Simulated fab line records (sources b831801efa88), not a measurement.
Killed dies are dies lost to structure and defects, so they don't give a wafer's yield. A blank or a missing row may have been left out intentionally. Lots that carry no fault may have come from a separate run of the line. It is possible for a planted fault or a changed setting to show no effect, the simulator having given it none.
fab line records :: flow gf180mcu
[record]
  lots = 14
  wafers = 41
  last_day = 34
route steps=602 shown MIM@503 M5@529
lots untouched by any fault: they come from a run of this same line in which no faults occurred
start_h: the number of hours between the record's first day and the start of the first shown wafer of the lot :: wait_h: hours elapsed since this lot's preceding step :: " repeats the value in the row above :: L1.1+2: several wafers, shown together as one row :: - either no value or no given start :: * or withheld: withheld :: < > ~ a bound
route shown NAME@n: names a module that has steps shown in the file, with the first one's number in the route :: usual: mean/standard deviation taken from wafers without a fault :: same: alike in all rows :: chamber/n: place in a boat :: sites: the reading at each site :: _std_site: the values' standard deviation :: _edge_site: outer sites' mean less inner sites' :: radius_mm: for every site, how far away it sits from the centre of the wafer :: mask NAME#n: copy n :: behind: the most recent tool/chamber to have shaped the wafer :: hold: the reason the lot was held/the length of the hold in hours/how it ended :: device: the n, p or np transistor that did not switch :: end of line: tests run on the same wafers once the route is complete :: step lacking rows: just its recipe :: killed: at the first sort, the dies lost to defects and structure; wafer yield is something else :: map: a wafer's dies, marking killed ones x, the rest . and places with no die _
set.NAME: the setting the step ran with; set.NAME@STEP: the setting that earlier step ran with :: model.NAME: the simulator's own value behind a step, which no gauge read
the route's steps for a sample of lots (tables are steps, rows are wafers)
services: the hour from which a tool's chamber was out of use, counted from the record's first day as start_h (under 0 if before that day), plus the number of hours and why
[[steps]]
[step GF_MIM_SPUTTER_00]
[recipe]
  material = Ti
  target_thk_nm = 37.5
  arriving_ion_energy_ev = 80
  substrate_temp_c = 200
  chamber_pressure_pa = 2
  power_w = 4000
  time_s = 150
[usual]
  throttle_valve_pct = 29.6/1.2
[same]
  time_s = 150
lot.wafer: L466.1
tool: pvd_sputter-02
chamber: -
start_h: 562.47
wait_h: 0.2
throttle_valve_pct: 30.2

lot.wafer: L466.2
tool: pvd_sputter-02
chamber: -
start_h: 562.47
wait_h: 0.2
throttle_valve_pct: 29.8

lot.wafer: L466.5
tool: pvd_sputter-02
chamber: -
start_h: 562.47
wait_h: 0.2
throttle_valve_pct: 29.4

lot.wafer: L467.1
tool: pvd_sputter-03
chamber: -
start_h: 565.98
wait_h: 0.2
throttle_valve_pct: 30.1

lot.wafer: L467.4
tool: pvd_sputter-03
chamber: -
start_h: 565.98
wait_h: 0.2
throttle_valve_pct: 29.7

lot.wafer: L467.6
tool: pvd_sputter-03
chamber: -
start_h: 565.98
wait_h: 0.2
throttle_valve_pct: 31.2

lot.wafer: L468.3
tool: pvd_sputter-01
chamber: -
start_h: 570.62
wait_h: 0.2
throttle_valve_pct: 30.8

lot.wafer: L468.4
tool: pvd_sputter-01
chamber: -
start_h: 570.62
wait_h: 0.2
throttle_valve_pct: 28.5

lot.wafer: L468.5
tool: pvd_sputter-01
chamber: -
start_h: 570.62
wait_h: 0.2
throttle_valve_pct: 27.7

lot.wafer: L469.3
tool: pvd_sputter-03
chamber: -
start_h: 587.71
wait_h: 0.2
throttle_valve_pct: 31.1

lot.wafer: L469.5
tool: pvd_sputter-03
chamber: -
start_h: 587.71
wait_h: 0.2
throttle_valve_pct: 31.3

lot.wafer: L469.6
tool: pvd_sputter-03
chamber: -
start_h: 587.71
wait_h: 0.2
throttle_valve_pct: 28.1

lot.wafer: L470.1
tool: pvd_sputter-03
chamber: -
start_h: 595.95
wait_h: 0.1
throttle_valve_pct: 27.9

lot.wafer: L470.5
tool: pvd_sputter-03
chamber: -
start_h: 595.95
wait_h: 0.1
throttle_valve_pct: 28.2

lot.wafer: L470.6
tool: pvd_sputter-03
chamber: -
start_h: 595.95
wait_h: 0.1
throttle_valve_pct: 31.4

lot.wafer: L471.2
tool: pvd_sputter-01
chamber: -
start_h: 605.03
wait_h: 0.1
throttle_valve_pct: 28.6

lot.wafer: L471.4
tool: pvd_sputter-01
chamber: -
start_h: 605.03
wait_h: 0.1
throttle_valve_pct: 28.9

lot.wafer: L471.5
tool: pvd_sputter-01
chamber: -
start_h: 605.03
wait_h: 0.1
throttle_valve_pct: 30.2

lot.wafer: L473.3
tool: pvd_sputter-02
chamber: -
start_h: 628.45
wait_h: 0.1
throttle_valve_pct: 30.3

lot.wafer: L473.4
tool: pvd_sputter-02
chamber: -
start_h: 628.45
wait_h: 0.1
throttle_valve_pct: 31.2

lot.wafer: L473.5
tool: pvd_sputter-02
chamber: -
start_h: 628.45
wait_h: 0.1
throttle_valve_pct: 29.7

lot.wafer: L474.3
tool: pvd_sputter-02
chamber: -
start_h: 629.40
wait_h: 0.1
throttle_valve_pct: 29.7

lot.wafer: L474.4
tool: pvd_sputter-02
chamber: -
start_h: 629.40
wait_h: 0.1
throttle_valve_pct: 29.5

lot.wafer: L474.6
tool: pvd_sputter-02
chamber: -
start_h: 629.40
wait_h: 0.1
throttle_valve_pct: 29.6

lot.wafer: L476.1
tool: pvd_sputter-03
chamber: -
start_h: 643.61
wait_h: 0.1
throttle_valve_pct: 30.0

lot.wafer: L476.4
tool: pvd_sputter-03
chamber: -
start_h: 643.61
wait_h: 0.1
throttle_valve_pct: 28.1

lot.wafer: L476.6
tool: pvd_sputter-03
chamber: -
start_h: 643.61
wait_h: 0.1
throttle_valve_pct: 31.3

lot.wafer: L477.2
tool: pvd_sputter-02
chamber: -
start_h: 652.45
wait_h: 0.2
throttle_valve_pct: 31.3

lot.wafer: L477.5
tool: pvd_sputter-02
chamber: -
start_h: 652.45
wait_h: 0.2
throttle_valve_pct: 29.8

lot.wafer: L477.6
tool: pvd_sputter-02
chamber: -
start_h: 652.45
wait_h: 0.2
throttle_valve_pct: 29.4

lot.wafer: L478.2
tool: pvd_sputter-03
chamber: -
start_h: 657.65
wait_h: 0.1
throttle_valve_pct: 31.2

lot.wafer: L478.4
tool: pvd_sputter-03
chamber: -
start_h: 657.65
wait_h: 0.1
throttle_valve_pct: 29.4

lot.wafer: L478.6
tool: pvd_sputter-03
chamber: -
start_h: 657.65
wait_h: 0.1
throttle_valve_pct: 30.0

lot.wafer: L482.1
tool: pvd_sputter-03
chamber: -
start_h: 681.24
wait_h: 0.2
throttle_valve_pct: 29.6

lot.wafer: L482.5
tool: pvd_sputter-03
chamber: -
start_h: 681.24
wait_h: 0.2
throttle_valve_pct: 31.3

lot.wafer: L486.1
tool: pvd_sputter-01
chamber: -
start_h: 719.60
wait_h: 0.1
throttle_valve_pct: 28.4

lot.wafer: L486.2
tool: pvd_sputter-01
chamber: -
start_h: 719.60
wait_h: 0.1
throttle_valve_pct: 28.7

lot.wafer: L486.3
tool: pvd_sputter-01
chamber: -
start_h: 719.60
wait_h: 0.1
throttle_valve_pct: 27.6

lot.wafer: L487.4
tool: pvd_sputter-03
chamber: -
start_h: 723.59
wait_h: 0.1
throttle_valve_pct: 31.5

lot.wafer: L487.5
tool: pvd_sputter-03
chamber: -
start_h: 723.59
wait_h: 0.1
throttle_valve_pct: 28.3

lot.wafer: L487.6
tool: pvd_sputter-03
chamber: -
start_h: 723.59
wait_h: 0.1
throttle_valve_pct: 31.2
[step GF_MIM_SPUTTER_03]
[recipe]
  material = Ti
  target_thk_nm = 10
  substrate_temp_c = 300
  chamber_pressure_pa = 0.3
  power_w = 3000
  time_s = 6.7
[usual]
  throttle_valve_pct = 29.6/1.2
[same]
  time_s = 6.7
lot.wafer: L466.1
tool: pvd_sputter-02
chamber: -
start_h: 562.63
wait_h: 0.0
throttle_valve_pct: 30.1

lot.wafer: L466.2
tool: pvd_sputter-02
chamber: -
start_h: 562.63
wait_h: 0.0
throttle_valve_pct: 29.6

lot.wafer: L466.5
tool: pvd_sputter-02
chamber: -
start_h: 562.63
wait_h: 0.0
throttle_valve_pct: 29.2

lot.wafer: L467.1
tool: pvd_sputter-03
chamber: -
start_h: 566.14
wait_h: 0.0
throttle_valve_pct: 30.1

lot.wafer: L467.4
tool: pvd_sputter-03
chamber: -
start_h: 566.14
wait_h: 0.0
throttle_valve_pct: 29.6

lot.wafer: L467.6
tool: pvd_sputter-03
chamber: -
start_h: 566.14
wait_h: 0.0
throttle_valve_pct: 31.3

lot.wafer: L468.3
tool: pvd_sputter-01
chamber: -
start_h: 570.78
wait_h: 0.0
throttle_valve_pct: 30.5

lot.wafer: L468.4
tool: pvd_sputter-01
chamber: -
start_h: 570.78
wait_h: 0.0
throttle_valve_pct: 28.7

lot.wafer: L468.5
tool: pvd_sputter-01
chamber: -
start_h: 570.78
wait_h: 0.0
throttle_valve_pct: 27.6

lot.wafer: L469.3
tool: pvd_sputter-03
chamber: -
start_h: 588.03
wait_h: 0.0
throttle_valve_pct: 31.2

lot.wafer: L469.5
tool: pvd_sputter-03
chamber: -
start_h: 588.03
wait_h: 0.0
throttle_valve_pct: 31.5

lot.wafer: L469.6
tool: pvd_sputter-03
chamber: -
start_h: 588.03
wait_h: 0.0
throttle_valve_pct: 28.0

lot.wafer: L470.1
tool: pvd_sputter-03
chamber: -
start_h: 596.11
wait_h: 0.0
throttle_valve_pct: 28.1

lot.wafer: L470.5
tool: pvd_sputter-03
chamber: -
start_h: 596.11
wait_h: 0.0
throttle_valve_pct: 27.9

lot.wafer: L470.6
tool: pvd_sputter-03
chamber: -
start_h: 596.11
wait_h: 0.0
throttle_valve_pct: 31.4

lot.wafer: L471.2
tool: pvd_sputter-01
chamber: -
start_h: 605.20
wait_h: 0.0
throttle_valve_pct: 28.7

lot.wafer: L471.4
tool: pvd_sputter-01
chamber: -
start_h: 605.20
wait_h: 0.0
throttle_valve_pct: 28.7

lot.wafer: L471.5
tool: pvd_sputter-01
chamber: -
start_h: 605.20
wait_h: 0.0
throttle_valve_pct: 30.3

lot.wafer: L473.3
tool: pvd_sputter-02
chamber: -
start_h: 628.61
wait_h: 0.0
throttle_valve_pct: 30.2

lot.wafer: L473.4
tool: pvd_sputter-02
chamber: -
start_h: 628.61
wait_h: 0.0
throttle_valve_pct: 31.2

lot.wafer: L473.5
tool: pvd_sputter-02
chamber: -
start_h: 628.61
wait_h: 0.0
throttle_valve_pct: 29.8

lot.wafer: L474.3
tool: pvd_sputter-02
chamber: -
start_h: 629.56
wait_h: 0.0
throttle_valve_pct: 29.4

lot.wafer: L474.4
tool: pvd_sputter-02
chamber: -
start_h: 629.56
wait_h: 0.0
throttle_valve_pct: 29.5

lot.wafer: L474.6
tool: pvd_sputter-02
chamber: -
start_h: 629.56
wait_h: 0.0
throttle_valve_pct: 29.5

lot.wafer: L476.1
tool: pvd_sputter-03
chamber: -
start_h: 643.77
wait_h: 0.0
throttle_valve_pct: 30.1

lot.wafer: L476.4
tool: pvd_sputter-03
chamber: -
start_h: 643.77
wait_h: 0.0
throttle_valve_pct: 28.3

lot.wafer: L476.6
tool: pvd_sputter-03
chamber: -
start_h: 643.77
wait_h: 0.0
throttle_valve_pct: 31.6

lot.wafer: L477.2
tool: pvd_sputter-02
chamber: -
start_h: 652.61
wait_h: 0.0
throttle_valve_pct: 31.3

lot.wafer: L477.5
tool: pvd_sputter-02
chamber: -
start_h: 652.61
wait_h: 0.0
throttle_valve_pct: 29.5

lot.wafer: L477.6
tool: pvd_sputter-02
chamber: -
start_h: 652.61
wait_h: 0.0
throttle_valve_pct: 29.5

lot.wafer: L478.2
tool: pvd_sputter-03
chamber: -
start_h: 657.81
wait_h: 0.0
throttle_valve_pct: 31.3

lot.wafer: L478.4
tool: pvd_sputter-03
chamber: -
start_h: 657.81
wait_h: 0.0
throttle_valve_pct: 29.5

lot.wafer: L478.6
tool: pvd_sputter-03
chamber: -
start_h: 657.81
wait_h: 0.0
throttle_valve_pct: 30.0

lot.wafer: L482.1
tool: pvd_sputter-03
chamber: -
start_h: 681.40
wait_h: 0.0
throttle_valve_pct: 29.9

lot.wafer: L482.5
tool: pvd_sputter-03
chamber: -
start_h: 681.40
wait_h: 0.0
throttle_valve_pct: 31.5

lot.wafer: L486.1
tool: pvd_sputter-01
chamber: -
start_h: 719.76
wait_h: 0.0
throttle_valve_pct: 29.0

lot.wafer: L486.2
tool: pvd_sputter-01
chamber: -
start_h: 719.76
wait_h: 0.0
throttle_valve_pct: 28.7

lot.wafer: L486.3
tool: pvd_sputter-01
chamber: -
start_h: 719.76
wait_h: 0.0
throttle_valve_pct: 27.6

lot.wafer: L487.4
tool: pvd_sputter-03
chamber: -
start_h: 723.75
wait_h: 0.0
throttle_valve_pct: 31.5

lot.wafer: L487.5
tool: pvd_sputter-03
chamber: -
start_h: 723.75
wait_h: 0.0
throttle_valve_pct: 28.0

lot.wafer: L487.6
tool: pvd_sputter-03
chamber: -
start_h: 723.75
wait_h: 0.0
throttle_valve_pct: 31.3
[step GF_M5_SOFTBAKE_03]
[recipe]
  temp_c = 130
  time_s = 60
  resist = KrF
[usual]
  exhaust_pa = 45.1/0.97
  heater_power_total_W = 93.04/0.059
  run_length_s = 89.16/0.18
lot.wafer: L466.1
tool: litho_track-04
chamber: 0
start_h: 594.16
wait_h: 0.1
exhaust_pa: 42.8
heater_power_total_W: 93.00
run_length_s: 89.14

lot.wafer: L466.2
tool: litho_track-04
chamber: 0
start_h: 594.16
wait_h: 0.1
exhaust_pa: 45.0
heater_power_total_W: 93.13
run_length_s: 89.09

lot.wafer: L466.5
tool: litho_track-04
chamber: 0
start_h: 594.16
wait_h: 0.1
exhaust_pa: 43.5
heater_power_total_W: 93.09
run_length_s: 88.97

lot.wafer: L467.1
tool: litho_track-03
chamber: 0
start_h: 598.52
wait_h: 0.1
exhaust_pa: 44.8
heater_power_total_W: 93.05
run_length_s: 88.95

lot.wafer: L467.4
tool: litho_track-03
chamber: 0
start_h: 598.52
wait_h: 0.1
exhaust_pa: 47.0
heater_power_total_W: 93.07
run_length_s: 89.10

lot.wafer: L467.6
tool: litho_track-03
chamber: 0
start_h: 598.52
wait_h: 0.1
exhaust_pa: 45.3
heater_power_total_W: 93.15
run_length_s: 89.10

lot.wafer: L468.3
tool: litho_track-04
chamber: 0
start_h: 603.11
wait_h: 0.1
exhaust_pa: 44.7
heater_power_total_W: 92.99
run_length_s: 89.16

lot.wafer: L468.4
tool: litho_track-04
chamber: 0
start_h: 603.11
wait_h: 0.1
exhaust_pa: 45.4
heater_power_total_W: 93.14
run_length_s: 89.11

lot.wafer: L468.5
tool: litho_track-04
chamber: 0
start_h: 603.11
wait_h: 0.1
exhaust_pa: 46.5
heater_power_total_W: 93.12
run_length_s: 89.07

lot.wafer: L469.3
tool: litho_track-01
chamber: 0
start_h: 619.39
wait_h: 0.1
exhaust_pa: 45.8
heater_power_total_W: 93.09
run_length_s: 89.27

lot.wafer: L469.5
tool: litho_track-01
chamber: 0
start_h: 619.39
wait_h: 0.1
exhaust_pa: 45.4
heater_power_total_W: 93.13
run_length_s: 89.62

lot.wafer: L469.6
tool: litho_track-01
chamber: 0
start_h: 619.39
wait_h: 0.1
exhaust_pa: 46.1
heater_power_total_W: 93.01
run_length_s: 89.24

lot.wafer: L470.1
tool: litho_track-03
chamber: 0
start_h: 627.67
wait_h: 0.1
exhaust_pa: 45.6
heater_power_total_W: 92.96
run_length_s: 88.90

lot.wafer: L470.5
tool: litho_track-03
chamber: 0
start_h: 627.67
wait_h: 0.1
exhaust_pa: 45.6
heater_power_total_W: 92.98
run_length_s: 89.13

lot.wafer: L470.6
tool: litho_track-03
chamber: 0
start_h: 627.67
wait_h: 0.1
exhaust_pa: 46.8
heater_power_total_W: 93.09
run_length_s: 89.01

lot.wafer: L471.2
tool: litho_track-03
chamber: 0
start_h: 635.25
wait_h: 0.1
exhaust_pa: 44.1
heater_power_total_W: 93.11
run_length_s: 89.03

lot.wafer: L471.4
tool: litho_track-03
chamber: 0
start_h: 635.25
wait_h: 0.1
exhaust_pa: 46.2
heater_power_total_W: 93.06
run_length_s: 88.92

lot.wafer: L471.5
tool: litho_track-03
chamber: 0
start_h: 635.25
wait_h: 0.1
exhaust_pa: 44.9
heater_power_total_W: 93.07
run_length_s: 88.91

lot.wafer: L473.3
tool: litho_track-04
chamber: 0
start_h: 658.35
wait_h: 0.1
exhaust_pa: 45.8
heater_power_total_W: 93.06
run_length_s: 89.16

lot.wafer: L473.4
tool: litho_track-04
chamber: 0
start_h: 658.35
wait_h: 0.1
exhaust_pa: 45.1
heater_power_total_W: 93.07
run_length_s: 89.20

lot.wafer: L473.5
tool: litho_track-04
chamber: 0
start_h: 658.35
wait_h: 0.1
exhaust_pa: 44.6
heater_power_total_W: 93.06
run_length_s: 89.28

lot.wafer: L474.3
tool: litho_track-03
chamber: 0
start_h: 659.42
wait_h: 0.1
exhaust_pa: 45.7
heater_power_total_W: 93.02
run_length_s: 89.16

lot.wafer: L474.4
tool: litho_track-03
chamber: 0
start_h: 659.42
wait_h: 0.1
exhaust_pa: 46.2
heater_power_total_W: 93.01
run_length_s: 89.04

lot.wafer: L474.6
tool: litho_track-03
chamber: 0
start_h: 659.42
wait_h: 0.1
exhaust_pa: 46.2
heater_power_total_W: 93.07
run_length_s: 88.94

lot.wafer: L476.1
tool: litho_track-03
chamber: 0
start_h: 672.62
wait_h: 0.1
exhaust_pa: 45.6
heater_power_total_W: 92.97
run_length_s: 89.27

lot.wafer: L476.4
tool: litho_track-03
chamber: 0
start_h: 672.62
wait_h: 0.1
exhaust_pa: 46.6
heater_power_total_W: 93.12
run_length_s: 89.18

lot.wafer: L476.6
tool: litho_track-03
chamber: 0
start_h: 672.62
wait_h: 0.1
exhaust_pa: 45.4
heater_power_total_W: 92.87
run_length_s: 89.31

lot.wafer: L477.2
tool: litho_track-03
chamber: 0
start_h: 681.35
wait_h: 0.1
exhaust_pa: 46.9
heater_power_total_W: 93.00
run_length_s: 88.92

lot.wafer: L477.5
tool: litho_track-03
chamber: 0
start_h: 681.35
wait_h: 0.1
exhaust_pa: 44.0
heater_power_total_W: 95.53
run_length_s: 84.83

lot.wafer: L477.6
tool: litho_track-03
chamber: 0
start_h: 681.35
wait_h: 0.1
exhaust_pa: 44.6
heater_power_total_W: 92.98
run_length_s: 89.12

lot.wafer: L478.2
tool: litho_track-04
chamber: 0
start_h: 686.63
wait_h: 0.1
exhaust_pa: 45.3
heater_power_total_W: 93.13
run_length_s: 89.01

lot.wafer: L478.4
tool: litho_track-04
chamber: 0
start_h: 686.63
wait_h: 0.1
exhaust_pa: 44.4
heater_power_total_W: 93.06
run_length_s: 88.95

lot.wafer: L478.6
tool: litho_track-04
chamber: 0
start_h: 686.63
wait_h: 0.1
exhaust_pa: 45.3
heater_power_total_W: 93.09
run_length_s: 89.17

lot.wafer: L482.1
tool: litho_track-03
chamber: 0
start_h: 709.67
wait_h: 0.1
exhaust_pa: 44.3
heater_power_total_W: 93.14
run_length_s: 89.28

lot.wafer: L482.5
tool: litho_track-03
chamber: 0
start_h: 709.67
wait_h: 0.1
exhaust_pa: 43.4
heater_power_total_W: 95.51
run_length_s: 84.66

lot.wafer: L486.1
tool: litho_track-01
chamber: 0
start_h: 746.23
wait_h: 0.1
exhaust_pa: 45.7
heater_power_total_W: 93.04
run_length_s: 89.32

lot.wafer: L486.2
tool: litho_track-01
chamber: 0
start_h: 746.23
wait_h: 0.1
exhaust_pa: 45.7
heater_power_total_W: 92.91
run_length_s: 89.52

lot.wafer: L486.3
tool: litho_track-01
chamber: 0
start_h: 746.23
wait_h: 0.1
exhaust_pa: 45.4
heater_power_total_W: 93.15
run_length_s: 89.26

lot.wafer: L487.4
tool: litho_track-04
chamber: 0
start_h: 750.08
wait_h: 0.1
exhaust_pa: 45.3
heater_power_total_W: 93.15
run_length_s: 89.08

lot.wafer: L487.5
tool: litho_track-04
chamber: 0
start_h: 750.08
wait_h: 0.1
exhaust_pa: 44.6
heater_power_total_W: 93.01
run_length_s: 89.26

lot.wafer: L487.6
tool: litho_track-04
chamber: 0
start_h: 750.08
wait_h: 0.1
exhaust_pa: 46.6
heater_power_total_W: 93.10
run_length_s: 89.10
[step GF_M5_OVL_MEAS_08]
[usual]
  M5_OVL = 1/4.5
lot.wafer: L466.1
tool: overlay-02
chamber: -
start_h: 604.88
wait_h: 0.1
M5_OVL[nm]: 4

lot.wafer: L466.2
tool: overlay-02
chamber: -
start_h: 604.88
wait_h: 0.1
M5_OVL[nm]: -4

lot.wafer: L466.5
tool: overlay-02
chamber: -
start_h: 604.88
wait_h: 0.1
M5_OVL[nm]: 7

lot.wafer: L467.1
tool: overlay-02
chamber: -
start_h: 608.56
wait_h: 0.1
M5_OVL[nm]: -6

lot.wafer: L467.4
tool: overlay-02
chamber: -
start_h: 608.56
wait_h: 0.1
M5_OVL[nm]: -2

lot.wafer: L467.6
tool: overlay-02
chamber: -
start_h: 608.56
wait_h: 0.1
M5_OVL[nm]: 3

lot.wafer: L468.3
tool: overlay-01
chamber: -
start_h: 613.31
wait_h: 0.1
M5_OVL[nm]: 1

lot.wafer: L468.4
tool: overlay-01
chamber: -
start_h: 613.31
wait_h: 0.1
M5_OVL[nm]: -4

lot.wafer: L468.5
tool: overlay-01
chamber: -
start_h: 613.31
wait_h: 0.1
M5_OVL[nm]: -2

lot.wafer: L469.3
tool: overlay-02
chamber: -
start_h: 629.79
wait_h: 0.1
M5_OVL[nm]: -2

lot.wafer: L469.5
tool: overlay-02
chamber: -
start_h: 629.79
wait_h: 0.1
M5_OVL[nm]: 4

lot.wafer: L469.6
tool: overlay-02
chamber: -
start_h: 629.79
wait_h: 0.1
M5_OVL[nm]: 2

lot.wafer: L470.1
tool: overlay-01
chamber: -
start_h: 637.79
wait_h: 0.1
M5_OVL[nm]: -2

lot.wafer: L470.5
tool: overlay-01
chamber: -
start_h: 637.79
wait_h: 0.1
M5_OVL[nm]: -5

lot.wafer: L470.6
tool: overlay-01
chamber: -
start_h: 637.79
wait_h: 0.1
M5_OVL[nm]: 2

lot.wafer: L471.2
tool: overlay-02
chamber: -
start_h: 645.75
wait_h: 0.1
M5_OVL[nm]: 1

lot.wafer: L471.4
tool: overlay-02
chamber: -
start_h: 645.75
wait_h: 0.1
M5_OVL[nm]: 1

lot.wafer: L471.5
tool: overlay-02
chamber: -
start_h: 645.75
wait_h: 0.1
M5_OVL[nm]: -1

lot.wafer: L473.3
tool: overlay-02
chamber: -
start_h: 668.44
wait_h: 0.1
M5_OVL[nm]: 1

lot.wafer: L473.4
tool: overlay-02
chamber: -
start_h: 668.44
wait_h: 0.1
M5_OVL[nm]: 5

lot.wafer: L473.5
tool: overlay-02
chamber: -
start_h: 668.44
wait_h: 0.1
M5_OVL[nm]: 4

lot.wafer: L474.3
tool: overlay-02
chamber: -
start_h: 669.87
wait_h: 0.1
M5_OVL[nm]: 10

lot.wafer: L474.4
tool: overlay-02
chamber: -
start_h: 669.87
wait_h: 0.1
M5_OVL[nm]: 9

lot.wafer: L474.6
tool: overlay-02
chamber: -
start_h: 669.87
wait_h: 0.1
M5_OVL[nm]: 2

lot.wafer: L476.1
tool: overlay-01
chamber: -
start_h: 682.29
wait_h: 0.1
M5_OVL[nm]: -4

lot.wafer: L476.4
tool: overlay-01
chamber: -
start_h: 682.29
wait_h: 0.1
M5_OVL[nm]: -7

lot.wafer: L476.6
tool: overlay-01
chamber: -
start_h: 682.29
wait_h: 0.1
M5_OVL[nm]: -6

lot.wafer: L477.2
tool: overlay-01
chamber: -
start_h: 690.96
wait_h: 0.1
M5_OVL[nm]: -3

lot.wafer: L477.5
tool: overlay-01
chamber: -
start_h: 690.96
wait_h: 0.1
M5_OVL[nm]: -1

lot.wafer: L477.6
tool: overlay-01
chamber: -
start_h: 690.96
wait_h: 0.1
M5_OVL[nm]: 2

lot.wafer: L478.2
tool: overlay-02
chamber: -
start_h: 695.63
wait_h: 0.1
M5_OVL[nm]: 6

lot.wafer: L478.4
tool: overlay-02
chamber: -
start_h: 695.63
wait_h: 0.1
M5_OVL[nm]: 7

lot.wafer: L478.6
tool: overlay-02
chamber: -
start_h: 695.63
wait_h: 0.1
M5_OVL[nm]: 7

lot.wafer: L482.1
tool: overlay-02
chamber: -
start_h: 718.52
wait_h: 0.1
M5_OVL[nm]: 0

lot.wafer: L482.5
tool: overlay-02
chamber: -
start_h: 718.52
wait_h: 0.1
M5_OVL[nm]: -3

lot.wafer: L486.1
tool: overlay-02
chamber: -
start_h: 753.74
wait_h: 0.1
M5_OVL[nm]: -1

lot.wafer: L486.2
tool: overlay-02
chamber: -
start_h: 753.74
wait_h: 0.1
M5_OVL[nm]: 6

lot.wafer: L486.3
tool: overlay-02
chamber: -
start_h: 753.74
wait_h: 0.1
M5_OVL[nm]: 4

lot.wafer: L487.4
tool: overlay-01
chamber: -
start_h: 758.06
wait_h: 0.1
M5_OVL[nm]: 0

lot.wafer: L487.5
tool: overlay-01
chamber: -
start_h: 758.06
wait_h: 0.1
M5_OVL[nm]: 4

lot.wafer: L487.6
tool: overlay-01
chamber: -
start_h: 758.06
wait_h: 0.1
M5_OVL[nm]: -1
[[services]]
tool: pvd_sputter-03
chamber: -
start_h: 546.44
hours: 6.0
kind: repair

tool: litho_track-04
chamber: -
start_h: 546.79
hours: -
kind: consumable_replace:filter

tool: pvd_sputter-02
chamber: -
start_h: 570.16
hours: 2.9
kind: repair

tool: pvd_sputter-02
chamber: -
start_h: 584.92
hours: 3.3
kind: repair

tool: pvd_sputter-01
chamber: -
start_h: 638.24
hours: 4.0
kind: repair

tool: pvd_sputter-01
chamber: -
start_h: 654.93
hours: 2.8
kind: repair

tool: pvd_sputter-01
chamber: -
start_h: 712.39
hours: 2.3
kind: repair

tool: pvd_sputter-02
chamber: -
start_h: 723.02
hours: 10.0
kind: repair

tool: pvd_sputter-01
chamber: -
start_h: 740.19
hours: 5.5
kind: repair

tool: pvd_sputter-02
chamber: -
start_h: 744.28
hours: 3.9
kind: repair
[[key]]
[first_sign]
  step = GF_M5_SOFTBAKE_03
  reading = heater_power_total_W
  direction = up
  sigmas = 42
  usual = 93.04
  struck = 95.52
[effect]
  step = GF_M5_SOFTBAKE_03
  reading = run_length_s
  direction = down
  sigmas = 25
  usual = *
  struck = *
met_at GF_M5_SOFTBAKE_03
struck_lots L477,L482
struck_wafers L477.5,L482.5
sort_left_out L482.5
not_acting_at GF_MIM_SPUTTER_00,GF_MIM_SPUTTER_03,GF_M5_OVL_MEAS_08
onset_between 672.62 681.35
[fault]
  kind = process_parameter_drift
  tool = litho_track-03
  chamber = -
  onset_h = 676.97
  steps = GF_M5_SOFTBAKE_03
  channel = time_s
  offset = *
  shape = step
  end_h = 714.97
  scope = struck_wafers_only
  acts_in = *
  stated = *
// sort_left_out: the simulated sort isn't trusted on such a fault, so these wafers' sort isn't shown, and their yield isn't known
